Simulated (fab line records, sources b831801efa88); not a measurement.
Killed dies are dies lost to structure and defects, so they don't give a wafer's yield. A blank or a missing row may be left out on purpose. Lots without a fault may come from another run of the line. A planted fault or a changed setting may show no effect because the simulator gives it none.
fab line records | flow sky130
record lots=6 wafers=18 last_day=50
route steps=708 shown VT_ADJUST_PCH@148 SONOS_TUNNEL@154 PAD_OPEN@708
lots that met no fault: from a run of the same line without faults
start_h: hours from the record's first day to the start of the lot's first wafer shown | wait_h: hours since the lot's step before | " the same as in the row above | L1.1+2: a row that stands for several wafers | - no value, or no start given | * or withheld: withheld | < > ~ a bound
route shown NAME@n: a module of which the file shows steps, and the number in the route of the first | usual: mean/standard deviation of fault-free wafers | same: alike in all rows | chamber/n: place in a boat | sites: the reading at each site | _std_site: their standard deviation | _edge_site: outer sites' mean less inner sites' | radius_mm: how far each site lies from the wafer's centre | mask NAME#n: copy n | behind: the tool/chamber that last shaped the wafer | hold: why the lot was held/for how many hours/how that ended | device: the transistor (n, p or np) that didn't switch | end of line: the same wafers' tests at the end of the route | a step without rows: its recipe alone | killed: dies lost to structure and defects at the first sort, not the wafer's yield | map: a wafer's dies, x killed, . not, _ none there
set.NAME: the setting as run; set.NAME@STEP: as run at that earlier step | model.NAME: the simulator's own value behind a step, which no gauge read
lots at some steps of the route; a table a step, a row a wafer
services: from which hour (start_h, from the record's first day; less than 0 if before it) a tool's chamber was out of use, for how many hours, and why
## steps
# step SKY_VT_ADJUST_PCH_PEB_05
# recipe temp_c=115 time_s=withheld
# step SKY_VT_ADJUST_PCH_DEVELOP_06
# recipe wall_angle_deg=90 developer=TMAH develop_time_s=60 dev_temp_c=23
# step SKY_VT_ADJUST_PCH_OVL_MEAS_07
# usual VT_ADJUST_PCH_OVL=-1.0/1.3
# columns lot.wafer tool chamber start_h wait_h VT_ADJUST_PCH_OVL[nm]
L913.1 overlay-02 - 246.98 - -1.6
L913.3 " - " " 1.0
L913.5 " - " " -1.9
L914.3 overlay-02 - 260.68 - -2.2
L914.4 " - " " -2.2
L914.5 " - " " -1.5
L923.1 overlay-01 - 336.54 - -1.7
L923.4 " - " " -2.1
L923.6 " - " " -1.0
L924.1 overlay-01 - 344.29 - -0.2
L924.5 " - " " -0.3
L924.6 " - " " 1.3
L929.2 overlay-02 - 374.75 - -1.5
L929.3 " - " " -1.3
L929.4 " - " " -1.2
L930.1 overlay-01 - 384.98 - -1.6
L930.2 " - " " -2.4
L930.6 " - " " -0.6
# step SKY_VT_ADJUST_PCH_IMPLANT_08
# recipe species=B energy_kev=10 dose_cm2=5e+11 tilt_deg=withheld
# step SKY_VT_ADJUST_PCH_STRIP_09
# recipe chemistry=O2/N2 power_w=1400 pressure_mtorr=1500 platen_temp_c=withheld o2_flow_sccm=3000 n2_flow_sccm=300 overash_fraction=0.5
# usual drypump_motor_current_A=5.56/0.25 n2_flow_sccm=299.9/0.88 oes_product_au=0.722/0.0046 strip_time_to_endpoint_s=36.97/0.094
# columns lot.wafer tool chamber start_h wait_h drypump_motor_current_A n2_flow_sccm oes_product_au rf_hours_counter_h strip_time_to_endpoint_s
L913.1 plasma_asher-01 0 247.16 0.1 5.33 300.9 0.725 57 36.98
L913.3 " 1 " " 5.84 299.7 0.718 - 36.93
L913.5 " 0 " " 5.37 299.2 0.728 - 36.95
L914.3 plasma_asher-04 0 260.88 0.1 5.69 299.0 0.728 - 36.82
L914.4 " 1 " " 5.88 299.4 0.719 - 36.90
L914.5 " 0 " " 5.68 300.7 0.717 - 36.85
L923.1 plasma_asher-03 0 336.73 0.1 5.41 300.3 0.715 52 36.86
L923.4 " 0 " " 5.40 301.1 0.727 - 36.93
L923.6 " 1 " " 5.19 300.2 0.725 - 36.79
L924.1 plasma_asher-01 0 344.48 0.1 5.34 298.2 0.716 65 36.98
L924.5 " 0 " " 5.35 299.7 0.725 - 36.97
L924.6 " 1 " " 5.80 299.0 0.723 - 36.99
L929.2 plasma_asher-03 0 374.93 0.1 5.40 300.0 0.727 55 36.96
L929.3 " 1 " " 5.23 301.1 0.721 - 37.15
L929.4 " 0 " " 5.40 298.9 0.723 - 37.03
L930.1 plasma_asher-04 1 385.16 0.1 5.84 300.7 0.718 26 36.93
L930.2 " 0 " " 5.70 299.6 0.726 26 36.89
L930.6 " 1 " " 5.87 299.7 0.722 - 36.93
# step SKY_VT_ADJUST_PCH_TW_MEAS_10
# usual VT_ADJUST_PCH_TW=142.1/0.91
# columns lot.wafer tool chamber start_h wait_h VT_ADJUST_PCH_TW
L913.1 film_metro-04 - 247.26 0.1 142.3
L913.3 " - " " 143.1
L913.5 " - " " 143.3
L914.3 film_metro-02 - 260.97 0.1 142.2
L914.4 " - " " 142.0
L914.5 " - " " 142.4
L923.1 film_metro-03 - 336.83 0.1 143.4
L923.4 " - " " 142.9
L923.6 " - " " 142.3
L924.1 film_metro-04 - 344.58 0.1 142.0
L924.5 " - " " 142.4
L924.6 " - " " 142.7
L929.2 film_metro-04 - 375.04 0.1 142.7
L929.3 " - " " 142.1
L929.4 " - " " 142.7
L930.1 film_metro-03 - 385.26 0.1 142.6
L930.2 " - " " 143.0
L930.6 " - " " 142.9
# step SKY_SONOS_TUNNEL_DEHYDRATE_00
# recipe temp_c=200 time_s=60
# step SKY_SONOS_TUNNEL_HMDS_01
# recipe prime_time_s=60 prime_temp_c=120
# step SKY_SONOS_TUNNEL_COAT_02
# recipe resist=NOVOLAK spin_rpm=3000 resist_thk_nm=1140
# step SKY_SONOS_TUNNEL_SOFTBAKE_03
# recipe temp_c=90 time_s=60 resist=NOVOLAK
# step SKY_SONOS_TUNNEL_EXPOSE_04
# recipe mask_id=TUNM na=0.6 source_shape=conventional sigma_outer=0.6 polarization=unpolarized target_cd_nm=410 dose_mj=136
# step SKY_SONOS_TUNNEL_PEB_05
# recipe temp_c=withheld time_s=* resist=NOVOLAK
# step SKY_SONOS_TUNNEL_DEVELOP_06
# recipe resist=NOVOLAK developer=TMAH develop_time_s=60 dev_temp_c=23
# usual resist_line_temp_C=23.01/0.096
# columns lot.wafer tool chamber start_h wait_h resist_line_temp_C
L913.1 litho_track-02 0 270.67 0.1 22.97
L913.3 " 0 " " 23.11
L913.5 " 0 " " 23.09
L914.3 litho_track-01 0 292.70 0.1 23.06
L914.4 " 0 " " 23.09
L914.5 " 0 " " 23.02
L923.1 litho_track-02 0 364.61 0.1 23.00
L923.4 " 0 " " 22.98
L923.6 " 0 " " 22.98
L924.1 litho_track-02 0 371.91 0.1 22.90
L924.5 " 0 " " 22.95
L924.6 " 0 " " 22.94
L929.2 litho_track-04 0 403.95 0.1 22.95
L929.3 " 0 " " 22.94
L929.4 " 0 " " 22.79
L930.1 litho_track-01 0 414.50 0.1 23.10
L930.2 " 0 " " 22.96
L930.6 " 0 " " 22.90
# step SKY_SONOS_TUNNEL_CD_MEAS_07
# recipe target_cd_nm=410
# usual cd_nm=409.6/2.1
# columns lot.wafer tool chamber start_h wait_h cd_nm
L913.1 cd_sem-01 - 270.82 0.1 405.6
L913.3 " - " " 406.9
L913.5 " - " " 406.2
L914.3 cd_sem-01 - 292.84 0.1 408.8
L914.4 " - " " 409.3
L914.5 " - " " 409.9
L923.1 cd_sem-01 - 364.76 0.1 408.5
L923.4 " - " " 411.9
L923.6 " - " " 401.3
L924.1 cd_sem-02 - 372.06 0.1 409.7
L924.5 " - " " 407.8
L924.6 " - " " 398.8
L929.2 cd_sem-02 - 404.10 0.1 410.7
L929.3 " - " " 409.5
L929.4 " - " " 408.5
L930.1 cd_sem-01 - 414.65 0.1 416.4
L930.2 " - " " 412.9
L930.6 " - " " 413.1
# step SKY_SONOS_TUNNEL_OVL_MEAS_08
# usual SONOS_TUNNEL_OVL=-1.1/1.3
# columns lot.wafer tool chamber start_h wait_h SONOS_TUNNEL_OVL[nm]
L913.1 overlay-01 - 270.94 0.1 -1.8
L913.3 " - " " -1.6
L913.5 " - " " 0.3
L914.3 overlay-01 - 292.94 0.1 -2.1
L914.4 " - " " -1.3
L914.5 " - " " -2.6
L923.1 overlay-02 - 364.88 0.1 -0.3
L923.4 " - " " -1.6
L923.6 " - " " -1.9
L924.1 overlay-02 - 372.18 0.1 1.4
L924.5 " - " " 0.0
L924.6 " - " " 1.3
L929.2 overlay-01 - 404.20 0.1 -0.4
L929.3 " - " " -0.2
L929.4 " - " " 0.1
L930.1 overlay-01 - 414.77 0.1 -3.4
L930.2 " - " " -0.3
L930.6 " - " " -3.9
# step SKY_PAD_OPEN_PROBE_99
# usual killed_at_M0_to_M3=44/6.9 killed_at_M4_up=3.3/2.1 killed_at_contacts=24/4.8 killed_at_front_end=15/4.4 killed_at_other=0.2/0.48 killed_dies=87/9.5 killed_open=48/6.5 killed_short=39/6.3
# same gross_dies=492 killed_at_back_side=0
# columns lot.wafer tool chamber start_h wait_h killed_at_M0_to_M3 killed_at_M4_up killed_at_contacts killed_at_front_end killed_at_other killed_dies killed_open killed_short
L913.1 prober-02 - 1092.80 0.1 58 2 22 11 0 93 53 40
L913.3 prober-02 - 1092.90 0.2 39 3 13 15 0 70 38 32
L913.5 prober-02 - 1093.00 0.2 53 2 17 17 1 90 48 42
L914.3 prober-01 - 1106.67 0.2 41 4 24 16 0 85 45 40
L914.4 prober-01 - 1106.72 0.2 48 0 31 14 0 93 51 42
L914.5 prober-01 - 1106.77 0.2 48 7 22 28 0 105 53 50
L923.1 prober-02 - 1161.16 0.1 52 2 23 10 0 87 49 38
L923.4 prober-02 - 1161.31 0.2 32 1 21 11 0 65 33 32
L923.6 prober-02 - 1161.41 0.2 39 4 23 17 0 83 43 40
L924.1 prober-01 - 1165.66 0.1 38 7 19 20 0 84 45 39
L924.5 prober-01 - 1165.86 0.2 51 3 24 13 0 91 52 39
L924.6 prober-01 - 1165.91 0.2 33 5 20 11 0 69 38 31
L929.2 prober-02 - 1180.05 0.1 49 2 23 19 1 94 57 37
L929.3 prober-02 - 1180.10 0.2 41 8 24 22 1 96 51 45
L929.4 prober-02 - 1180.15 0.2 42 4 37 15 0 98 61 37
L930.1 prober-01 - 1189.06 0.1 40 8 23 20 0 91 49 42
L930.2 prober-01 - 1189.11 0.1 53 2 26 12 0 93 60 33
L930.6 prober-01 - 1189.31 0.2 35 2 32 18 0 87 53 33
# killed by level:class
L913.1 VIA3:geometric_particle:open=15 VIA1:geometric_particle:open=13 LI_CONTACT:geometric_particle:open=8 METAL1:geometric_particle:short=7 CONTACT:geometric_particle:open=6 CONTACT:geometric_particle:short=5 VIA3:geometric_particle:short=5 POLY_GATE:geometric_particle:short=4
L913.3 VIA1:geometric_particle:open=11 CONTACT:geometric_particle:open=8 POLY_GATE:geometric_particle:short=6 VIA3:geometric_particle:short=6 VIA3:geometric_particle:open=6 VIA1:geometric_particle:short=3 VIA2:geometric_particle:open=3 FIELD_ISO:geometric_particle:short=2
L913.5 VIA1:geometric_particle:open=15 LI_CONTACT:geometric_particle:open=7 VIA2:geometric_particle:open=7 VIA1:geometric_particle:short=7 POLY_GATE:geometric_particle:short=5 CONTACT:geometric_particle:short=5 VIA3:geometric_particle:short=5 VIA3:geometric_particle:open=5
L914.3 VIA1:geometric_particle:open=14 CONTACT:geometric_particle:open=9 LI_CONTACT:geometric_particle:open=6 POLY_GATE:geometric_particle:short=5 VIA1:geometric_particle:short=5 VIA2:geometric_particle:open=5 VIA3:geometric_particle:open=5 LOCAL_INTERCONNECT:geometric_particle:short=4
L914.4 CONTACT:geometric_particle:open=13 VIA1:geometric_particle:open=12 METAL2:geometric_particle:short=9 LOCAL_INTERCONNECT:geometric_particle:short=8 VIA1:geometric_particle:short=7 VIA3:geometric_particle:open=6 POLY_GATE:geometric_particle:open=5 VIA2:geometric_particle:open=5
L914.5 VIA3:geometric_particle:open=11 CONTACT:geometric_particle:open=8 FIELD_ISO:geometric_particle:open=7 FIELD_ISO:geometric_particle:short=6 POLY_GATE:geometric_particle:short=6 VIA3:geometric_particle:short=6 POLY_GATE:geometric_particle:open=5 LI_CONTACT:geometric_particle:open=5
L923.1 VIA1:geometric_particle:open=11 VIA3:geometric_particle:open=10 CONTACT:geometric_particle:open=8 VIA2:geometric_particle:open=8 CONTACT:geometric_particle:short=7 VIA3:geometric_particle:short=6 VIA1:geometric_particle:short=5 LI_CONTACT:geometric_particle:open=4
L923.4 VIA2:geometric_particle:open=9 CONTACT:geometric_particle:open=8 CONTACT:geometric_particle:short=8 METAL1:geometric_particle:short=5 VIA3:geometric_particle:open=4 FIELD_ISO:geometric_particle:short=3 VIA1:geometric_particle:open=3 VIA2:geometric_particle:short=3
L923.6 METAL1:geometric_particle:short=9 FIELD_ISO:geometric_particle:open=7 VIA1:geometric_particle:open=7 LI_CONTACT:geometric_particle:open=6 CONTACT:geometric_particle:short=6 CONTACT:geometric_particle:open=6 METAL2:geometric_particle:short=6 VIA2:geometric_particle:open=5
L924.1 VIA1:geometric_particle:open=11 CONTACT:geometric_particle:open=7 FIELD_ISO:geometric_particle:open=6 FIELD_ISO:geometric_particle:short=6 POLY_GATE:geometric_particle:short=5 LI_CONTACT:geometric_particle:open=5 METAL1:geometric_particle:short=5 VIA1:geometric_particle:short=5
L924.5 VIA1:geometric_particle:open=14 CONTACT:geometric_particle:open=10 VIA3:geometric_particle:open=9 VIA1:geometric_particle:short=5 METAL2:geometric_particle:short=5 VIA2:geometric_particle:open=5 FIELD_ISO:geometric_particle:short=4 POLY_GATE:geometric_particle:short=4
L924.6 VIA1:geometric_particle:open=11 CONTACT:geometric_particle:open=8 VIA1:geometric_particle:short=6 VIA3:geometric_particle:open=5 FIELD_ISO:geometric_particle:short=4 LOCAL_INTERCONNECT:geometric_particle:short=4 POLY_GATE:geometric_particle:open=4 LI_CONTACT:geometric_particle:open=4
L929.2 VIA1:geometric_particle:open=11 VIA2:geometric_particle:open=9 CONTACT:geometric_particle:open=9 FIELD_ISO:geometric_particle:open=7 METAL2:geometric_particle:short=6 LI_CONTACT:geometric_particle:short=5 METAL3:geometric_particle:short=4 LI_CONTACT:geometric_particle:open=4
L929.3 VIA1:geometric_particle:open=11 VIA2:geometric_particle:open=8 LI_CONTACT:geometric_particle:open=8 FIELD_ISO:geometric_particle:short=7 METAL4:geometric_particle:short=7 CONTACT:geometric_particle:open=7 VIA1:geometric_particle:short=5 POLY_GATE:geometric_particle:short=5
L929.4 LI_CONTACT:geometric_particle:open=17 CONTACT:geometric_particle:open=12 VIA2:geometric_particle:open=8 METAL1:geometric_particle:short=7 FIELD_ISO:geometric_particle:open=6 CONTACT:geometric_particle:short=6 VIA1:geometric_particle:open=5 METAL2:geometric_particle:short=5
L930.1 VIA1:geometric_particle:open=12 CONTACT:geometric_particle:open=8 LI_CONTACT:geometric_particle:open=6 VIA2:geometric_particle:open=6 METAL4:geometric_particle:short=6 POLY_GATE:geometric_particle:short=5 VIA1:geometric_particle:short=5 FIELD_ISO:geometric_particle:open=4
L930.2 VIA1:geometric_particle:open=21 CONTACT:geometric_particle:open=9 VIA3:geometric_particle:open=7 LI_CONTACT:geometric_particle:open=6 CONTACT:geometric_particle:short=6 POLY_GATE:geometric_particle:open=5 VIA1:geometric_particle:short=5 VIA2:geometric_particle:open=5
L930.6 LI_CONTACT:geometric_particle:open=13 CONTACT:geometric_particle:open=9 VIA1:geometric_particle:open=8 POLY_GATE:geometric_particle:open=7 VIA1:geometric_particle:short=5 VIA2:geometric_particle:open=5 LOCAL_INTERCONNECT:geometric_particle:short=4 VIA3:geometric_particle:open=4
## services
# columns tool chamber start_h hours kind
plasma_asher-04 - 241.08 2.8 pm
plasma_asher-04 - 244.00 10.5 repair
litho_track-02 - 275.68 - consumable_replace:filter
plasma_asher-01 - 278.87 9.4 repair
plasma_asher-03 - 344.35 4.4 repair
plasma_asher-04 - 378.63 2.5 repair
plasma_asher-03 - 410.43 0.5 repair
## key
first_sign step=SKY_SONOS_TUNNEL_CD_MEAS_07 reading=cd_nm direction=down sigmas=4.6 usual=409.6 struck=400.0
effect none on later readings
met_at SKY_SONOS_TUNNEL_DEVELOP_06
struck_wafers L923.6,L924.6
tester_left_out L923,L924
onset_between 270.67 364.61
fault kind=process_parameter_drift tool=litho_track-02 chamber=- onset_h=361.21 steps=SKY_SONOS_TUNNEL_DEVELOP_06 channel=develop_time_s offset=* shape=step end_h=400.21 scope=struck_wafers_only acts_in=* stated=*
# tester_left_out: of these lots the tester's yield and bins aren't shown, on N5 and GAA mostly nor the transistor test; their killed dies are dies lost to structure and defects alone, not to doping, threshold or leakage, so they don't give the yield
